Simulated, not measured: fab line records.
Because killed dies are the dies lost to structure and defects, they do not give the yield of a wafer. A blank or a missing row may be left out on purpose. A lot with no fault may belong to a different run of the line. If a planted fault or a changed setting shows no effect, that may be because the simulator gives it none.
What tool caused it? || flow sky130 || route of 708 steps, sampled at 1 step: 12 lots, 36 wafers

## WHAT EACH GAUGE READ, for each wafer
SKY_SD_P_OVL_MEAS_08.
{"lot": "L078", "measured": "day 27 09:10", "on": "overlay-02", "SD_P_OVL (nm)": "1.6 2.3 0.9"}
{"lot": "L074", "measured": "day 27 14:28", "on": "overlay-02", "SD_P_OVL (nm)": "1.4 2.3 0.6"}
{"lot": "L080", "measured": "day 28 02:19", "on": "overlay-01", "SD_P_OVL (nm)": "2.5 3.0 2.1"}
{"lot": "L081", "measured": "day 28 06:32", "on": "overlay-02", "SD_P_OVL (nm)": "0.5 0.9 -0.1"}
{"lot": "L083", "measured": "day 29 06:16", "on": "overlay-01", "SD_P_OVL (nm)": "0.1 -0.5 0.2"}
{"lot": "L085", "measured": "day 29 15:58", "on": "overlay-01", "SD_P_OVL (nm)": "0.2 -0.6 0.7"}
{"lot": "L087", "measured": "day 30 07:44", "on": "overlay-02", "SD_P_OVL (nm)": "-2.3 -2.7 -2.7"}
{"lot": "L089", "measured": "day 31 00:04", "on": "overlay-02", "SD_P_OVL (nm)": "0.7 1.4 0.7"}
{"lot": "L091", "measured": "day 31 15:37", "on": "overlay-02", "SD_P_OVL (nm)": "0.3 -0.1 1.3"}
{"lot": "L093", "measured": "day 32 06:19", "on": "overlay-01", "SD_P_OVL (nm)": "-0.1 1.0 0.5"}
{"lot": "L095", "measured": "day 32 23:35", "on": "overlay-02", "SD_P_OVL (nm)": "0.0 1.3 0.1"}
{"lot": "L097", "measured": "day 33 10:37", "on": "overlay-01", "SD_P_OVL (nm)": "-1.2 -1.2 -2.0"}

## WHICH TOOL RAN EACH LOT (tool, then ch and the chambers of the sampled wafers, then the start)
There is no process step in the record ahead of these readings.

## THE ANSWER, worked out from the rows above alone
Rule: usual is defined by the lots themselves. Put in order of their means at a reading, lots are off if they are a third of the lots or fewer, leave a main group of 4 or more, and stand apart from it by a gap of 3 or more times the standard deviation of the main group's means; of several such gaps the widest counts. A main group is skipped when, at the precision printed for the reading in the tables above, its means are all equal. Also off: a lot with no number at a reading for which 4 or more lots have one. Where the step has rows for the other lots, those lots are counted as sound.
Nothing can be told from this: no lot is off at any reading shown.

## WHAT THE SIMULATOR HAD INSERTED
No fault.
